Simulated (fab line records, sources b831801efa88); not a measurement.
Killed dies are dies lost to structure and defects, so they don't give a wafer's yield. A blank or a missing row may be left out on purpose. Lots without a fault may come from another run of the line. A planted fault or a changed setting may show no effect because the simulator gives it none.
Which tool did it? | flow sky130 | 11 lots, 33 wafers sampled, at 3 steps of a route of 708

WHAT THE GAUGES READ, wafer by wafer
SKY_SD_N_RS_MEAS_17: measures by four-point-probe.
lot  | measured     | on            | SD_P_RS (ohm/sq)
L384 | day 28 21:14 | film_metro-03 | 146.8 147.2 147.3
L385 | day 29 03:31 | film_metro-04 | 147.4 147.4 147.2
L387 | day 29 23:20 | film_metro-02 | 147.6 147.7 147.5
L391 | day 31 07:22 | film_metro-02 | 147.1 147.6 147.6
L394 | day 32 00:21 | film_metro-02 | 146.9 146.8 147.2
L393 | day 32 06:58 | film_metro-03 | 146.9 147.1 146.5
L395 | day 32 09:21 | film_metro-03 | 147.7 146.7 146.9
L397 | day 33 21:17 | film_metro-02 | 147.4 147.5 147.1
L398 | day 35 00:57 | film_metro-02 | 147.4 147.1 147.5
L400 | day 35 01:31 | film_metro-04 | 146.5 147.3 147.3
L402 | day 35 02:02 | film_metro-02 | 147.2 147.0 146.6

SKY_CONTACT_OVL_MEAS_15.
lot  | measured     | on         | CONTACT_OVL (nm)
L384 | day 32 10:39 | overlay-02 | -8 -2 -3
L385 | day 32 18:02 | overlay-02 | 3 -2 0
L387 | day 33 12:00 | overlay-02 | -3 0 -1
L391 | day 34 19:46 | overlay-01 | -7 -7 -5
L394 | day 35 11:29 | overlay-02 | -7 -8 -10
L393 | day 35 18:58 | overlay-01 | -1 -9 -9
L395 | day 35 20:41 | overlay-01 | -12 -4 -11
L397 | day 37 08:32 | overlay-02 | 3 -4 3
L398 | day 38 12:32 | overlay-02 | -3 -3 -8
L400 | day 38 13:26 | overlay-02 | -13 -6 -15
L402 | day 38 14:10 | overlay-02 | 1 -5 -5

WHICH TOOL RAN EACH LOT (tool, then ch and the chambers of the sampled wafers, then the start)
lot  | SKY_LI_CONTACT_SPUTTER_19
L384 | pvd_sputter-01, day 30 02:22
L385 | pvd_sputter-04, day 30 07:30
L387 | pvd_sputter-01, day 31 03:58
L391 | pvd_sputter-03, day 32 11:26
L394 | pvd_sputter-01, day 33 04:30
L393 | pvd_sputter-01, day 33 11:37
L395 | pvd_sputter-03, day 33 13:10
L397 | pvd_sputter-03, day 35 01:19
L398 | pvd_sputter-03, day 36 05:07
L400 | pvd_sputter-01, day 36 05:28
L402 | pvd_sputter-01, day 36 06:27
- SKY_LI_CONTACT_SPUTTER_19: material Ti, target thk 20 nm, time 106.37 s.

WHAT THE TOOLS THEMSELVES READ (means of the sampled wafers that have a number; where no wafer has one, the mark that the record gives instead)
SKY_LI_CONTACT_SPUTTER_19.
lot  | tool           | cathode_dc_power_W (W) | throttle_valve_pct (%)
L384 | pvd_sputter-01 | 2500.2                 | 30.2
L385 | pvd_sputter-04 | 2499.6                 | 29.8
L387 | pvd_sputter-01 | 2499.8                 | 30.2
L391 | pvd_sputter-03 | 2500.0                 | 28.6
L394 | pvd_sputter-01 | 2499.7                 | 30.2
L393 | pvd_sputter-01 | 2500.2                 | 31.2
L395 | pvd_sputter-03 | 2500.2                 | 28.5
L397 | pvd_sputter-03 | 2499.6                 | 28.7
L398 | pvd_sputter-03 | 2499.8                 | 28.0
L400 | pvd_sputter-01 | 2500.3                 | 31.7
L402 | pvd_sputter-01 | 2499.9                 | 30.7

THE ANSWER, worked out from the rows above alone
Rule: what is usual is taken from the lots themselves. Put in order of their means at a reading, lots are off if they are a third of the lots or fewer, leave a main group of 4 or more, and stand apart from it by a gap of 3 or more times the standard deviation of the main group's means; of several such gaps the widest counts. A main group whose means are all the same, to the digits that the tables above print for the reading, isn't used. A lot without any number at a reading at which 4 lots or more have one is off too. The other lots that the step has rows for count as sound. The gauges are gone through in route order, then the tools' own readings, and for those a lot's mean is taken as printed above. The first step at which some lot is off is used, and at that step the reading that is off furthest; a lot without a number counts as furthest.
No lot is off at any reading shown: from this, nothing can be told.

WHAT THE SIMULATOR HAD PUT IN
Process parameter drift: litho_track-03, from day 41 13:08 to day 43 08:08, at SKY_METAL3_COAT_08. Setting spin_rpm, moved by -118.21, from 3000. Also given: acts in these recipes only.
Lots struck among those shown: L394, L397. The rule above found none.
